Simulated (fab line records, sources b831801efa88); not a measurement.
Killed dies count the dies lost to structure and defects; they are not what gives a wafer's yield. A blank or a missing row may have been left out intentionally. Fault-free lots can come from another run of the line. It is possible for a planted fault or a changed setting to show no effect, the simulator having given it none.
A struck lot beside a sound one	flow gf180mcu	16 steps out of a route of 602
Sound: the wafers L928.1, L928.3, L928.6. Wafers struck: L939.1, L939.2, L939.3. Last of all comes the cause.
Each step with rows lists, per side, the tool, then ch with its chambers, then its first start. Under that, the readings that differ: sound wafers	struck wafers	difference of the means	sigmas: that difference in standard deviations of wafers without a fault.
alike: readings with means less than 2 such deviations apart, plus words and numbers identical on both sides. not compared: withheld readings, readings lacking a value on some wafer, bounds such as >300 that could conceal the same value, and numbers that have no deviation in the record and whose values overlap.
A row with sigmas, a row that says differs or no value, or rows on one side alone: a step with any of these is where the two part. Numbers that don't overlap but have no deviation are shown without sigmas and don't part them. A reading that every wafer of one side lacks parts them only if that side has two wafers or more.

GF_STI_BOW_MEAS_00:
  sound: film metro-02 at day 1 15:00; struck: film metro-02 at day 3 22:00
  alike: INCOMING_BOW
then, 1 step without rows for these wafers: GF_STI_OXIDATION_01 (stabilise 600 s, purge 300 s, target thk 10 nm).
GF_STI_THK_MEAS_02:
  sound: film metro-02 at day 1 17:53; struck: film metro-03 at day 3 23:31
  alike: STI_OXIDATION_THK
then, 1 step without rows for these wafers: GF_STI_CVD_03 (deposits Si3N4 from DCS/NH3, target thk 207.16 nm, time 3551 s).
GF_STI_THK_MEAS_04:
  sound: film metro-01 at day 1 19:56; struck: film metro-03 at day 4 01:34
  alike: STI_CVD_03_THK
then, 5 steps without rows for these wafers: GF_STI_DEHYDRATE_05 (time 60 s); GF_STI_HMDS_06 (prime time 60 s); GF_STI_COAT_07 (resist thk 700 nm); GF_STI_SOFTBAKE_08 (time 60 s); GF_STI_EXPOSE_09 (exposes mask COMP, target cd 220 nm).
GF_STI_PEB_10: peb time 90 s.
  sound on litho track-03 ch 0, day 2 07:31; struck on litho track-03 ch 0, day 4 14:40
reading	sound	struck	difference	sigmas
heater power total W (W)	85.72 85.73 85.73	76.56 76.29 76.44	-9.30	-99 or more
plate temp C (C)	135.17 135.14 135.09	123.76 123.59 123.68	-11.46	-72
  alike: exhaust pa
then, 1 step without rows for these wafers: GF_STI_DEVELOP_11 (develop time 60 s).
GF_STI_CD_MEAS_12 targets a cd of 220 nm.
  sound: cd sem-02 at day 2 07:52; struck: cd sem-01 at day 4 15:02
reading	sound	struck	difference	sigmas
cd nm (nm)	219.3 221.6 220.5	274.2 273.2 274.2	+53.4	+41
GF_STI_ETCH_13: etches the open film in CHF3/O2, stops on Si, target depth 282.31 nm, time 112.9 s.
  sound on rie diel-04 ch 0,1, day 2 07:59; struck on rie diel-01 ch 0,1,3, day 4 15:09
reading	sound	struck	difference	sigmas
model.STI.cd nm (nm)	219 222 221.6	274 273.5 274.5	+53	
  alike: drypump motor current A, oes product au, throttle valve pct
  not compared: rf hours counter h
GF_STI_ETCH_14: etches Si in HBr/Cl2/O2, target depth 360 nm, time 102.9 s.
  sound on rie si-02 ch 0,1, day 2 08:04; struck on rie si-02 ch 0,2,3, day 4 15:14
reading	sound	struck	difference	sigmas
model.STI.cd nm (nm)	216.8 228.3 229.3	278.4 276.4 276.7	+52.4	
  alike: drypump motor current A, oes product au, throttle valve pct
  not compared: rf hours counter h
GF_STI_STRIP_15: strips in O2/N2.
  sound on plasma asher-04 ch 0,1, day 2 08:08; struck on plasma asher-03 ch 0,1, day 4 15:19
reading	sound	struck	difference	sigmas
oes product au (a.u.)	0.389 0.379 0.395	0.378 0.374 0.376	-0.012	-2
  alike: drypump motor current A, heater power w, strip time to endpoint s
  not compared: rf hours counter h

WHERE THEY PART
First at GF_STI_PEB_10; last, within this record, at GF_STI_STRIP_15.

WHY: whatever the simulator had introduced
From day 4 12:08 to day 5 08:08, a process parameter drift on litho track-03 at GF_STI_PEB_10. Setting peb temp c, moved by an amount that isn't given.
